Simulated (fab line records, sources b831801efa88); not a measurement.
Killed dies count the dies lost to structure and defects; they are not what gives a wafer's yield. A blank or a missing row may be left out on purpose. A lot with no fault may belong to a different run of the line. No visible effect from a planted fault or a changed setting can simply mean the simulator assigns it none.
Chamber matching + flow gf180mcu + pecvd-04 running GF_V4_CVD_02: 3 sister chambers
The step deposits SiO2 from TEOS, target thk 850 nm, time 94.851 s. 6 wafers are shown with their chamber, then 7 later ones without.

## WAFERS PAIRED WITH THEIR CHAMBERS
| wafer  | chamber | heaterPowerW (W) |
|--------|---------|------------------|
| L842.6 | 0       | 559              |
| L843.1 | 1       | 687              |
| L843.3 | 0       | 603              |
| L843.6 | 2       | 792              |
| L844.1 | 1       | 588              |
| L844.3 | 2       | 683              |

## WAFERS WHOSE CHAMBER IS MISSING
| wafer  | heaterPowerW (W) |
|--------|------------------|
| L844.4 | 748              |
| L845.1 | 570              |
| L845.4 | 633              |
| L845.5 | 824              |
| L850.4 | 852              |
| L850.5 | 703              |
| L850.6 | 669              |

## WHICH CHAMBER EACH ONE RAN IN
| wafer  | from the rows above          | in truth |
|--------|------------------------------|----------|
| L844.4 | can't be placed: 2 or 1      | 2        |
| L845.1 | can't be placed: 0 or 1      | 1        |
| L845.4 | can't be placed: 1 or 0 or 2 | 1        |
| L845.5 | can't be placed: 2 or 1      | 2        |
| L850.4 | can't be placed: 2 or 1      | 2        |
| L850.5 | can't be placed: 2 or 1 or 0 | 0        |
| L850.6 | can't be placed: 1 or 2 or 0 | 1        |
Correct placement for 0 of the 7. From these rows, 7 cannot be placed; in 7 the true chamber is one of the candidates. 0 placed wrongly.
How it was worked out, from the rows above alone: a wafer's distance from a chamber is the root of the sum, over the readings, of the square of ((its reading less the chamber's mean) divided by the reading's scatter). If the next closest chamber is less than 2 further off than the closest, the wafer can't be placed; otherwise it belongs to the closest. The mean given for a chamber averages the wafers shown for that chamber. The scatter: take each reading less its chamber's mean, square it, sum over the shown wafers, divide by the number of wafers less the number of chambers, and take the root.
